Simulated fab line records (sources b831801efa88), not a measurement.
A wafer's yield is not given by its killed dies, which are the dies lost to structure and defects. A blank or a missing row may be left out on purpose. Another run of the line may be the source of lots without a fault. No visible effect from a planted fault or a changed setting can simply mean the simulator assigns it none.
Comparing a struck lot with a sound one -- flow sfq_line -- 13 out of 325 route steps
Sound: wafers L287.2, L287.4, L287.6. Struck: wafer L292.5 (left out: L292.2, a lot-mate that was not struck); the cause follows at the end.
Each step with rows lists, per side, the tool, then ch with its chambers, then its first start. Under that, the readings that differ: sound wafers -- struck wafers -- difference of the means -- sigmas: that difference in standard deviations of wafers without a fault.
alike: words and numbers the same on both sides, and readings whose means are apart by under 2 such deviations; not compared: readings that were withheld, readings missing a value for some wafer, numbers with overlapping values and no deviation given by the record, and bounds like >300 which may hide the same value.
A row with sigmas, a row that says differs or no value, or rows on one side alone: a step with any of these is where the two part. Non-overlapping numbers with no deviation appear without sigmas and do not part them. Lack of a reading on every wafer of one side parts them only where that side has two or more wafers.

first, 1 step without rows for these wafers: SFQ_TRILAYER_M4_DEP_PRE_CLEAN_092 (time 22.5 s).
SFQ_TRILAYER_M4_DEP_SPUTTER_091: material Nb, target thk 200 nm, time 133.3 s.
  sound on pvd_sputter-06, day 32 22:06; struck on pvd_sputter-03, day 34 05:05
  alike: base_pressure_pa, throttle_valve_pct
SFQ_M4_RS_MEAS_924: the measuring method here is four-point-probe.
  sound on film_metro-03, day 32 22:13; struck on film_metro-03, day 34 05:12
reading,sound,struck,difference,sigmas
M4_NB_RS (ohm/sq),0.917 0.916 0.917,0.893,-0.024,-2
then, 6 steps without rows for these wafers: SFQ_TRILAYER_M4_LITHO_COAT_098 (resist thk 62 nm); SFQ_TRILAYER_M4_LITHO_COAT_093 (resist thk 600 nm); SFQ_TRILAYER_M4_LITHO_SOFTBAKE_097; SFQ_TRILAYER_M4_LITHO_EXPOSE_094 (exposes mask M4, target cd 500 nm); SFQ_TRILAYER_M4_LITHO_PEB_096 (peb time 60 s); SFQ_TRILAYER_M4_LITHO_DEVELOP_095 (time 60 s).
SFQ_M4_OVL_MEAS_926:
  sound on overlay-02, day 35 01:31; struck on overlay-02, day 35 23:40
  alike: M4_OVL
SFQ_TRILAYER_M4_BARC_OPEN_METAL_ETCH_123: etches BARC in O2, target depth 125 nm, time 41.7 s.
  sound on rie_metal-02 ch 0,1, day 35 01:32; struck on rie_metal-04 ch 0, day 35 23:41
  alike: drypump_motor_current_A, oes_product_au
  not compared: rf_hours_counter_h
SFQ_TRILAYER_M4_ETCH_METAL_ETCH_096: etches Nb in Cl2/Ar, stops on SiO2, target depth 240 nm, time 120 s.
  sound on rie_metal-02 ch 0,1, day 35 01:36; struck on rie_metal-04 ch 0, day 35 23:45
reading,sound,struck,difference,sigmas
model.KrF_of_TRILAYER_M4_LITHO_COAT_093.thk_nm (nm),380 384.3 383.7,292.7,-90.0,
model.M4.feature_depth_nm (nm),193.2 194.1 193.4,214.1,+20.5,
model.SiO2_of_TRILAYER_I3_DEP_PECVD_081.thk_nm (nm),193.1 190.8 192.6,179.6,-12.6,
  alike: drypump_motor_current_A, oes_product_au
  not compared: rf_hours_counter_h
SFQ_TRILAYER_M4_STRIP_STRIP_097: strips in O2.
  sound on rie_metal-02 ch 0,1, day 35 01:43; struck on rie_metal-04 ch 0, day 35 23:53
  alike: drypump_motor_current_A, oes_product_au
  not compared: rf_hours_counter_h

WHERE THEY PART
Only at SFQ_M4_RS_MEAS_924, within this record. Later steps at which nothing parts them and some readings are alike: SFQ_M4_OVL_MEAS_926, SFQ_TRILAYER_M4_BARC_OPEN_METAL_ETCH_123, SFQ_TRILAYER_M4_ETCH_METAL_ETCH_096, SFQ_TRILAYER_M4_STRIP_STRIP_097.

WHY: what the simulator had put in
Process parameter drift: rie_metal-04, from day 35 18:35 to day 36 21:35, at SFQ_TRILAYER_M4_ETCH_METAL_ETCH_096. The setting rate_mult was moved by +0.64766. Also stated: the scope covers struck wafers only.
